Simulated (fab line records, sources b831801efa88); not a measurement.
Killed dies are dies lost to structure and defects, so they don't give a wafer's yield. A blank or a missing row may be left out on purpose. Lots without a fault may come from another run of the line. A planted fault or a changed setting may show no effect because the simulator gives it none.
Which tool did it? | flow gf180mcu | 7 lots, 21 wafers sampled, at 3 steps of a route of 602

WHAT THE GAUGES READ, wafer by wafer
GF_NSD_CD_MEAS_07: target cd 400 nm.
lot  | measured     | on        | cd_nm (nm)
L670 | day 13 23:13 | cd_sem-01 | 396.9 397.8 397.6
L674 | day 15 19:34 | cd_sem-01 | - - -
L680 | day 17 14:21 | cd_sem-01 | 404.7 403.1 403.8
L684 | day 19 02:45 | cd_sem-01 | 400.0 402.3 401.6
L686 | day 19 15:34 | cd_sem-01 | 401.2 400.3 401.0
L688 | day 20 06:45 | cd_sem-02 | 399.4 398.9 400.2
L690 | day 20 18:25 | cd_sem-01 | 399.2 397.7 400.4

WHICH TOOL RAN EACH LOT (tool, then ch and the chambers of the sampled wafers, then the start)
lot  | GF_HV_LDD_ETCHBACK_58              | GF_NSD_COAT_02
L670 | rie_diel-03 ch 0,1,3, day 13 03:09 | litho_track-02 ch 0, day 13 12:50
L674 | rie_diel-03 ch 0,2,3, day 14 21:44 | litho_track-01, day 15 08:31
L680 | rie_diel-03 ch 2,3, day 16 16:06   | litho_track-02 ch 0, day 17 02:56
L684 | rie_diel-04 ch 0,1,3, day 18 03:14 | litho_track-03 ch 0, day 18 14:22
L686 | rie_diel-02 ch 0,1,3, day 18 15:32 | litho_track-01 ch 0, day 19 03:39
L688 | rie_diel-02 ch 1,2,3, day 19 06:36 | litho_track-03 ch 0, day 19 18:07
L690 | rie_diel-04 ch 0,3, day 19 18:23   | litho_track-02 ch 0, day 20 06:36
- GF_HV_LDD_ETCHBACK_58: etches Si3N4 in CH3F/O2, stops on SiO2, time 100 s, target depth 90 nm.
- GF_NSD_COAT_02: resist thk 1000 nm.

THE ANSWER, worked out from the rows above alone
Rule: what is usual is taken from the lots themselves. Put in order of their means at a reading, lots are off if they are a third of the lots or fewer, leave a main group of 4 or more, and stand apart from it by a gap of 3 or more times the standard deviation of the main group's means; of several such gaps the widest counts. A main group whose means are all the same, to the digits that the tables above print for the reading, isn't used. A lot without any number at a reading at which 4 lots or more have one is off too. The other lots that the step has rows for count as sound.
Off: L674, at GF_NSD_CD_MEAS_07 (cd_nm). Without a number there: L674. The main group: mean 400.3 nm, standard deviation 2.
A tool fits if, at a process step before that reading, it ran every lot that is off, and no sound lot after the first of them. The gauges at GF_NSD_CD_MEAS_07 are tried like those tools. None of those tried fits.

WHAT THE SIMULATOR HAD PUT IN
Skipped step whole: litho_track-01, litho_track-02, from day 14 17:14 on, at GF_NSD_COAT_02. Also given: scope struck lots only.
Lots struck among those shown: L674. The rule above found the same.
